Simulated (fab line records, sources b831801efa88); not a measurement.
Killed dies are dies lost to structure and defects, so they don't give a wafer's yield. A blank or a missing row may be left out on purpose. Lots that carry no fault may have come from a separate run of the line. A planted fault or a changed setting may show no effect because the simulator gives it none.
Comparing a struck lot with a sound one	flow sky130	18 steps out of a route of 708
Sound: these wafers, L923.1, L923.4, L923.6. Wafers L934.2, L934.3, L934.4 were the ones struck. The cause comes at the end.
At each step with rows: each side's tool, then ch and its chambers, then its first start. Under that, the readings that differ: sound wafers	struck wafers	difference of the means	sigmas: that difference in standard deviations of wafers without a fault.
alike: words and numbers the same on both sides, and readings whose means are apart by under 2 such deviations; not compared: readings that were withheld, readings missing a value for some wafer, numbers with overlapping values and no deviation given by the record, and bounds like >300 which may hide the same value.
The two part at a step that has a row with sigmas, a row that says differs or no value, or rows on one side only. Numbers that have no deviation but don't overlap get no sigmas and don't part them. A reading missing from all wafers of one side parts the sides only when that side holds two or more wafers.

first, 4 steps without rows for these wafers: SKY_VT_ADJUST_PCH_SOFTBAKE_03; SKY_VT_ADJUST_PCH_EXPOSE_04 (exposes mask NWM, target cd 840 nm); SKY_VT_ADJUST_PCH_PEB_05; SKY_VT_ADJUST_PCH_DEVELOP_06 (develop time 60 s).
SKY_VT_ADJUST_PCH_OVL_MEAS_07:
  sound: overlay-02 at day 11 17:41; struck: overlay-02 at day 14 12:26
  alike: VT_ADJUST_PCH_OVL
next, for these wafers, 1 step has no rows: SKY_VT_ADJUST_PCH_IMPLANT_08.
SKY_VT_ADJUST_PCH_STRIP_09: strips in O2/N2.
  sound on plasmaAsher-04 ch 0,1, day 11 17:52; struck on plasmaAsher-02 ch 0,1, day 14 12:37
reading	sound	struck	difference	sigmas
drypumpMotorCurrentA (A)	6.5 6.5 6.0	5.3 5.3 5.6	-0.9	-2
  alike: n2FlowSccm, oesProductAu, stripTimeToEndpointS
  not compared: rfHoursCounterH
SKY_VT_ADJUST_PCH_TW_MEAS_10:
  sound: filmMetro-03 at day 11 17:58; struck: filmMetro-01 at day 14 12:43
  alike: VT_ADJUST_PCH_TW
then, 4 steps without rows for these wafers: SKY_SONOS_TUNNEL_DEHYDRATE_00 (time 60 s); SKY_SONOS_TUNNEL_HMDS_01 (prime time 60 s); SKY_SONOS_TUNNEL_COAT_02 (resist thk 1140 nm); SKY_SONOS_TUNNEL_SOFTBAKE_03 (time 60 s).
SKY_SONOS_TUNNEL_EXPOSE_04: exposes mask TUNM, target cd 410 nm.
  sound on ilineStepper-01 ch 0, day 12 05:31; struck on ilineStepper-02 ch 0, day 15 01:57
reading	sound	struck	difference	sigmas
model.SONOS_TUNNEL.overlayXNm (nm)	0.1549 0.1549 0.1549	223.5 223.5 223.5	+223.3	
  alike: mask
then, 2 steps without rows for these wafers: SKY_SONOS_TUNNEL_PEB_05; SKY_SONOS_TUNNEL_DEVELOP_06 (develop time 60 s).
SKY_SONOS_TUNNEL_CD_MEAS_07: target cd 410 nm.
  sound: cdSem-02 at day 12 17:39; struck: cdSem-01 at day 15 15:25
  alike: cdNm
SKY_SONOS_TUNNEL_OVL_MEAS_08:
  sound: overlay-01 at day 12 17:46; struck: overlay-01 at day 15 15:44
reading	sound	struck	difference	sigmas
SONOS_TUNNEL_OVL (nm)	1.6 -0.5 0.3	220.7 221.7 221.8	+220.9	+99 or more
  not compared: hold
SKY_PAD_OPEN_PROBE_99:
  sound wafers here have rows in the record (prober-01, day 47 03:05); struck ones have none

## WHERE THEY PART
At SKY_VT_ADJUST_PCH_STRIP_09 first; at SKY_PAD_OPEN_PROBE_99 last (within this record only).

WHY: what had been put in by the simulator
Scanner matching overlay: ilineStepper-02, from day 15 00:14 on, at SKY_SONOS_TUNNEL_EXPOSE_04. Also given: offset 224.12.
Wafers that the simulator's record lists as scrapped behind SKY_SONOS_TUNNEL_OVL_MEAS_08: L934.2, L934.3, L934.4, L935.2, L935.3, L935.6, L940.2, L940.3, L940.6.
